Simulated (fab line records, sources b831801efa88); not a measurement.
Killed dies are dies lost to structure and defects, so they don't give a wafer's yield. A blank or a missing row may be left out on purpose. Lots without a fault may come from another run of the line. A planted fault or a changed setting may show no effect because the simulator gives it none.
fab line records | flow sky130
record lots=13 wafers=39 last_day=50
route steps=708 shown SONOS_ONO@170 METAL2@483 CAP2M@607 PAD_OPEN@708
lots that met no fault: from a run of the same line without faults
start_h: hours from the record's first day to the start of the lot's first wafer shown | wait_h: hours since the lot's step before | " the same as in the row above | L1.1+2: a row that stands for several wafers | - no value, or no start given | * or withheld: withheld | < > ~ a bound
route shown NAME@n: a module of which the file shows steps, and the number in the route of the first | usual: mean/standard deviation of fault-free wafers | same: alike in all rows | chamber/n: place in a boat | sites: the reading at each site | _std_site: their standard deviation | _edge_site: outer sites' mean less inner sites' | radius_mm: how far each site lies from the wafer's centre | mask NAME#n: copy n | behind: the tool/chamber that last shaped the wafer | hold: why the lot was held/for how many hours/how that ended | device: the transistor (n, p or np) that didn't switch | end of line: the same wafers' tests at the end of the route | a step without rows: its recipe alone | killed: dies lost to structure and defects at the first sort, not the wafer's yield | map: a wafer's dies, x killed, . not, _ none there
set.NAME: the setting as run; set.NAME@STEP: as run at that earlier step | model.NAME: the simulator's own value behind a step, which no gauge read
steps of the route over a sample of lots; a table a step, a row a wafer
services: from which hour (start_h, from the record's first day; less than 0 if before it) a tool's chamber was out of use, for how many hours, and why
## steps
# step SKY_SONOS_ONO_CVD_02
# recipe material=Si3N4 precursor=DCS/NH3 target_thk_nm=10.5 temp_c=770 time_s=180 pressure_mtorr=250
# usual spike_tc_lower_C=771.1/1 spike_tc_upper_C=770.4/1
# columns lot.wafer tool chamber start_h wait_h spike_tc_lower_C spike_tc_upper_C
L122.2 lpcvd-02 0 254.53 0.9 771.1 770.6
L122.3 " 0 " " 770.8 768.5
L122.6 " 0 " " 770.6 770.1
L123.3 lpcvd-02 1 263.54 0.0 770.7 771.3
L123.5 " 1 " " 770.7 769.5
L123.6 " 1 " " 772.2 770.7
L124.1 lpcvd-02 1 275.49 1.4 772.2 769.5
L124.2 " 1 " " 773.8 773.0
L124.4 " 1 " " 771.4 771.5
L125.2 lpcvd-02 0 281.79 0.0 769.6 769.5
L125.3 " 0 " " 771.0 769.9
L125.5 " 0 " " 770.7 771.6
L127.1 lpcvd-02 1 294.20 1.3 770.9 770.4
L127.3 " 1 " " 772.3 770.4
L127.5 " 1 " " 771.8 771.3
L135.1 lpcvd-02 0 361.62 0.1 771.7 770.5
L135.4 " 0 " " 771.4 770.4
L135.6 " 0 " " 769.2 769.4
L136.2 lpcvd-02 0 375.17 1.2 771.2 769.7
L136.5 " 0 " " 769.7 769.4
L136.6 " 0 " " 769.5 770.4
L137.1 lpcvd-02 1 377.58 2.3 771.3 769.1
L137.2 " 1 " " 770.4 771.1
L137.6 " 1 " " 769.7 772.2
L138.1 lpcvd-02 0 381.19 0.1 772.1 770.4
L138.2 " 0 " " 769.7 770.8
L138.5 " 0 " " 771.8 768.7
L140.2 lpcvd-02 1 406.04 1.2 772.8 769.3
L140.5 " 1 " " 772.2 770.6
L140.6 " 1 " " 772.6 771.1
L141.1 lpcvd-02 1 413.48 0.5 771.1 771.2
L141.2 " 1 " " 771.8 770.3
L141.4 " 1 " " 772.9 771.5
L142.3 lpcvd-02 1 422.78 1.4 770.1 770.7
L142.5 " 1 " " 769.6 770.5
L142.6 " 1 " " 770.5 770.5
L144.2 lpcvd-02 1 437.09 1.8 770.8 771.5
L144.3 " 1 " " 769.6 771.7
L144.4 " 1 " " 770.1 769.8
# step SKY_METAL2_SPUTTER_00
# recipe material=Ti target_thk_nm=15 power_w=3000 time_s=10 chamber_pressure_pa=0.4
# usual throttle_valve_pct=30.0/1
# columns lot.wafer tool chamber start_h wait_h throttle_valve_pct
L122.2 pvd_sputter-03 - 794.95 0.1 30.8
L122.3 " - " " 30.6
L122.6 " - " " 30.5
L123.3 pvd_sputter-03 - 804.63 0.2 31.0
L123.5 " - " " 30.9
L123.6 " - " " 30.7
L124.1 pvd_sputter-03 - 818.23 0.1 30.6
L124.2 " - " " 29.0
L124.4 " - " " 30.9
L125.2 pvd_sputter-03 - 825.32 0.2 30.6
L125.3 " - " " 30.6
L125.5 " - " " 29.1
L127.1 pvd_sputter-03 - 835.54 0.1 30.8
L127.3 " - " " 28.9
L127.5 " - " " 30.5
L135.1 pvd_sputter-03 - 903.84 0.1 28.8
L135.4 " - " " 31.1
L135.6 " - " " 30.6
L136.2 pvd_sputter-04 - 913.27 0.2 28.3
L136.5 " - " " 28.1
L136.6 " - " " 32.2
L137.1 pvd_sputter-03 - 916.49 0.1 28.7
L137.2 " - " " 30.6
L137.6 " - " " 28.6
L138.1 pvd_sputter-01 - 920.20 0.2 29.3
L138.2 " - " " 30.4
L138.5 " - " " 28.7
L140.2 pvd_sputter-03 - 935.03 0.1 30.8
L140.5 " - " " 30.6
L140.6 " - " " 31.1
L141.1 pvd_sputter-01 - 943.05 0.1 29.5
L141.2 " - " " 28.5
L141.4 " - " " 29.0
L142.3 pvd_sputter-03 - 947.41 0.2 30.7
L142.5 " - " " 30.9
L142.6 " - " " 30.8
L144.2 pvd_sputter-01 - 963.09 0.2 28.6
L144.3 " - " " 29.5
L144.4 " - " " 30.3
# step SKY_CAP2M_THK_MEAS_04
# recipe thk_meas_gauge=xrf reads=TiN_of_CAP2M_SPUTTER_02
# usual CAP2M_TIN_THK=200.6/2.6
# columns lot.wafer tool chamber start_h wait_h CAP2M_TIN_THK[nm]
L122.2 film_metro-02 - 930.55 0.1 201.5
L122.3 " - " " 201.7
L122.6 " - " " 202.0
L123.3 film_metro-04 - 941.85 0.1 198.8
L123.5 " - " " 203.6
L123.6 " - " " 199.2
L124.1 film_metro-04 - 953.04 0.1 202.4
L124.2 " - " " 200.6
L124.4 " - " " 205.0
L125.2 film_metro-02 - 959.42 0.1 202.0
L125.3 " - " " 204.9
L125.5 " - " " 200.9
L127.1 film_metro-04 - 969.63 0.1 201.5
L127.3 " - " " 200.2
L127.5 " - " " 202.9
L135.1 film_metro-02 - 1029.22 0.1 204.3
L135.4 " - " " 200.5
L135.6 " - " " 199.9
L136.2 film_metro-01 - 1039.26 0.1 201.5
L136.5 " - " " 202.7
L136.6 " - " " 201.0
L137.1 film_metro-04 - 1041.79 0.1 200.3
L137.2 " - " " 203.3
L137.6 " - " " 204.4
L138.1 film_metro-02 - 1045.11 0.1 200.8
L138.2 " - " " 202.7
L138.5 " - " " 204.9
L140.2 film_metro-04 - 1057.77 0.1 197.9
L140.5 " - " " 197.4
L140.6 " - " " 199.7
L141.1 film_metro-01 - 1066.94 0.1 198.6
L141.2 " - " " 206.4
L141.4 " - " " 203.9
L142.3 film_metro-02 - 1070.70 0.1 200.2
L142.5 " - " " 201.2
L142.6 " - " " 197.4
L144.2 film_metro-04 - 1081.75 0.1 201.3
L144.3 " - " " 201.8
L144.4 " - " " 200.5
# step SKY_CAP2M_METAL_ETCH_13
# recipe target_depth_nm=220 stop_on=SiO2 chemistry=Cl2/BCl3 target=TiN pressure_mtorr=10 icp_w=900 bias_w=48.5 Cl2_flow_sccm=60 bcl3_flow_sccm=30 time_s=62.9
# usual drypump_motor_current_A=5.5/0.37 oes_product_au=0.943/0.0082 throttle_valve_pct=21.902/0.01
# columns lot.wafer tool chamber start_h wait_h drypump_motor_current_A oes_product_au rf_hours_counter_h throttle_valve_pct
L122.2 rie_metal-02 0 954.80 0.0 5.2 0.942 13 21.911
L122.3 " 0 " " 5.3 0.955 - 21.904
L122.6 " 0 " " 5.2 0.944 - 21.889
L123.3 rie_metal-04 1 966.21 0.1 5.2 0.933 - 21.899
L123.5 " 1 " " 5.2 0.945 - 21.902
L123.6 " 1 " " 5.2 0.947 - 21.917
L124.1 rie_metal-02 0 976.86 0.0 5.2 0.947 14 21.897
L124.2 " 1 " " 5.6 0.944 16 21.901
L124.4 " 0 " " 5.2 0.957 - 21.903
L125.2 rie_metal-02 0 982.36 0.0 5.3 0.947 14 21.894
L125.3 " 1 " " 5.6 0.961 - 21.885
L125.5 " 1 " " 5.7 0.942 - 21.894
L127.1 rie_metal-02 0 992.96 0.0 5.3 0.937 14 21.904
L127.3 " 0 " " 5.3 0.940 - 21.902
L127.5 " 0 " " 5.3 0.942 - 21.891
L135.1 rie_metal-01 1 1051.61 0.0 5.1 0.947 22 21.896
L135.4 " 1 " " 5.1 0.937 - 21.908
L135.6 " 1 " " 5.1 0.941 - 21.909
L136.2 rie_metal-01 0 1061.00 0.0 6.0 0.949 19 21.906
L136.5 " 1 " " 5.1 0.945 - 21.896
L136.6 " 0 " " 6.1 0.937 - 21.888
L137.1 rie_metal-04 0 1063.26 0.0 5.8 0.940 2 21.907
L137.2 " 1 " " 5.2 0.947 10 21.888
L137.6 " 0 " " 5.8 0.948 - 21.905
L138.1 rie_metal-01 1 1066.31 0.0 5.1 0.941 23 21.906
L138.2 " 0 " " 6.0 0.953 20 21.912
L138.5 " 0 " " 6.1 0.955 - 21.897
L140.2 rie_metal-04 1 1078.50 0.0 5.2 0.932 11 21.917
L140.5 " 0 " " 5.8 0.929 - 21.922
L140.6 " 1 " " 5.2 0.952 - 21.902
L141.1 rie_metal-01 1 1087.30 0.0 5.2 0.941 24 21.909
L141.2 " 0 " " 6.0 0.957 21 21.890
L141.4 " 1 " " 5.1 0.955 - 21.913
L142.3 rie_metal-01 1 1090.78 0.0 5.1 0.941 - 21.902
L142.5 " 0 " " 6.0 0.944 - 21.900
L142.6 " 1 " " 5.1 0.931 - 21.918
L144.2 rie_metal-02 0 1101.78 0.0 5.3 0.938 - 21.890
L144.3 " 0 " " 5.3 0.952 - 21.905
L144.4 " 0 " " 5.3 0.941 - 21.904
# step SKY_PAD_OPEN_PROBE_99
# usual killed_at_M0_to_M3=43/7 killed_at_M4_up=3.0/1.9 killed_at_contacts=24/4.6 killed_at_front_end=15/4.1 killed_at_other=0.3/0.52 killed_dies=84/9.7 killed_open=46/6.9 killed_short=38/6.8
# same gross_dies=492 killed_at_back_side=0
# columns lot.wafer tool chamber start_h wait_h killed_at_M0_to_M3 killed_at_M4_up killed_at_contacts killed_at_front_end killed_at_other killed_dies killed_open killed_short
L125.2 prober-01 - 1098.67 0.1 43 4 25 44 1 117 49 32
L125.3 prober-01 - 1098.72 0.2 39 2 14 53 1 109 41 33
L125.5 prober-01 - 1098.82 0.2 37 3 25 54 0 119 44 34
L127.1 prober-01 - 1108.10 0.1 40 4 24 49 0 117 50 30
L127.3 prober-01 - 1108.20 0.2 38 2 30 54 0 124 48 34
L127.5 prober-01 - 1108.30 0.2 45 4 22 53 1 125 49 38
# killed by level:class
L125.2 SONOS_ONO:unspecified=36 CONTACT:geometric_particle:open=11 METAL2:geometric_particle:short=9 VIA2:geometric_particle:open=9 LI_CONTACT:geometric_particle:open=7 VIA3:geometric_particle:open=6 METAL1:geometric_particle:short=4 VIA3:geometric_particle:short=4
L125.3 SONOS_ONO:unspecified=35 VIA1:geometric_particle:open=9 LI_CONTACT:geometric_particle:open=7 VIA2:geometric_particle:open=6 VIA3:geometric_particle:open=5 POLY_GATE:geometric_particle:open=4 POLY_GATE:geometric_particle:short=4 VIA1:geometric_particle:short=4
L125.5 SONOS_ONO:unspecified=41 LI_CONTACT:geometric_particle:open=11 VIA1:geometric_particle:open=10 CONTACT:geometric_particle:open=6 VIA2:geometric_particle:open=6 LOCAL_INTERCONNECT:geometric_particle:short=5 POLY_GATE:geometric_particle:short=4 METAL2:geometric_particle:short=4
L127.1 SONOS_ONO:unspecified=37 CONTACT:geometric_particle:open=12 VIA3:geometric_particle:open=9 VIA1:geometric_particle:open=8 LI_CONTACT:geometric_particle:open=7 VIA1:geometric_particle:short=6 POLY_GATE:geometric_particle:short=4 METAL1:geometric_particle:short=4
L127.3 SONOS_ONO:unspecified=42 VIA1:geometric_particle:open=11 LI_CONTACT:geometric_particle:open=10 CONTACT:geometric_particle:open=10 FIELD_ISO:geometric_particle:short=7 VIA3:geometric_particle:open=6 METAL1:geometric_particle:short=5 LOCAL_INTERCONNECT:geometric_particle:short=4
L127.5 SONOS_ONO:unspecified=36 CONTACT:geometric_particle:open=10 VIA3:geometric_particle:open=8 VIA1:geometric_particle:open=8 LI_CONTACT:geometric_particle:open=6 VIA1:geometric_particle:short=6 METAL3:geometric_particle:short=6 VIA2:geometric_particle:open=5
## services
# columns tool chamber start_h hours kind
pvd_sputter-03 - 239.76 2.9 repair
pvd_sputter-03 - 243.80 1.7 repair
rie_metal-02 0 261.00 2.5 repair
rie_metal-02 1 359.90 2.9 repair
rie_metal-01 - 362.89 1.4 pm
rie_metal-02 1 392.35 9.9 repair
pvd_sputter-03 - 396.25 0.7 repair
rie_metal-01 0 404.46 3.1 repair
rie_metal-01 - 435.22 4.0 pm
lpcvd-02 - 458.35 6.0 pm
rie_metal-02 - 463.45 0.5 repair
rie_metal-02 - 553.68 2.8 pm
rie_metal-01 - 567.24 0.4 repair
lpcvd-02 - 599.74 1.2 repair
pvd_sputter-03 - 672.58 5.1 repair
lpcvd-02 - 772.92 1.2 repair
pvd_sputter-03 - 782.97 2.6 repair
lpcvd-02 - 820.39 14.6 pm
lpcvd-02 - 968.11 2.4 repair
pvd_sputter-03 - 987.66 2.1 repair
lpcvd-02 - 1053.51 0.5 repair
pvd_sputter-03 - 1060.25 1.5 repair
lpcvd-02 - 1095.69 0.8 repair
lpcvd-02 - 1096.12 1.4 repair
## key
first_sign step=SKY_PAD_OPEN_PROBE_99 reading=killed_at_front_end direction=up sigmas=8.9 usual=15 struck=51
effect step=SKY_PAD_OPEN_PROBE_99 reading=killed_dies direction=up sigmas=3.5 usual=84 struck=118
met_at SKY_SONOS_ONO_CVD_02
struck_lots L125,L127
tester_left_out L125,L127
not_acting_at SKY_METAL2_SPUTTER_00,SKY_CAP2M_THK_MEAS_04,SKY_CAP2M_METAL_ETCH_13
onset_between 275.49 281.79
fault kind=chamber_particle_source tool=lpcvd-02 chamber=- onset_h=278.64 steps=SKY_SONOS_ONO_CVD_02 rate_per_visit_cm2=0.38193 end_h=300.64
# tester_left_out: of these lots the tester's yield and bins aren't shown, on N5 and GAA mostly nor the transistor test; their killed dies are dies lost to structure and defects alone, not to doping, threshold or leakage, so they don't give the yield
